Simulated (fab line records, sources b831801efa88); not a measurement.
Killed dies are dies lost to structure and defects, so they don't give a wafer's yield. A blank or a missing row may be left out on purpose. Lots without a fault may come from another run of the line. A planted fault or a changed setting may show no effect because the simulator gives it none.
Chamber matching | flow gf180mcu | GF_V3_ETCH_16 on rie_diel-04: 4 sister chambers
The step etches BARC in N2/H2. 8 wafers are shown with their chamber, then 11 later ones without.

WAFERS WITH THEIR CHAMBER
wafer  | chamber | drypump_motor_current_A (A) | throttle_valve_pct (%)
L086.3 | 1       | 5.9                         | 13.227
L087.1 | 1       | 5.9                         | 13.222
L087.2 | 3       | 6.3                         | 13.230
L087.3 | 0       | 6.1                         | 13.231
L087.4 | 2       | 5.6                         | 13.211
L087.5 | 0       | 6.1                         | 13.221
L087.6 | 3       | 6.4                         | 13.228
L088.1 | 2       | 5.6                         | 13.230

WAFERS WITHOUT THEIR CHAMBER
wafer  | drypump_motor_current_A (A) | throttle_valve_pct (%)
L088.2 | 5.9                         | 13.207
L088.3 | 6.1                         | 13.223
L088.4 | 6.4                         | 13.226
L088.5 | 6.1                         | 13.232
L088.6 | 6.4                         | 13.218
L089.1 | 5.6                         | 13.231
L089.2 | 6.4                         | 13.214
L089.3 | 6.2                         | 13.223
L094.2 | 6.4                         | 13.229
L094.3 | 5.9                         | 13.245
L094.4 | 6.3                         | 13.217

WHICH CHAMBER EACH WENT THROUGH
wafer  | from the rows above     | in truth
L088.2 | 1                       | 1
L088.3 | 0                       | 0
L088.4 | 3                       | 3
L088.5 | 0                       | 0
L088.6 | 3                       | 3
L089.1 | 2                       | 2
L089.2 | 3                       | 3
L089.3 | can't be placed: 0 or 3 | 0
L094.2 | 3                       | 3
L094.3 | 1                       | 1
L094.4 | 3                       | 3
Placed correctly: 10 of 11. Can't be placed from these rows: 1 (the true chamber is among the candidates in 1). Placed wrongly: 0.
How it was worked out, from the rows above alone: a wafer's distance from a chamber is the root of the sum, over the readings, of the square of ((its reading less the chamber's mean) divided by the reading's scatter). The wafer belongs to the nearest chamber; if the next one is less than 2 further off, it can't be placed. A chamber's mean is the mean of its shown wafers. The scatter: the root of (the sum of the squares of (reading less its chamber's mean) over the shown wafers, divided by (wafers less chambers)).
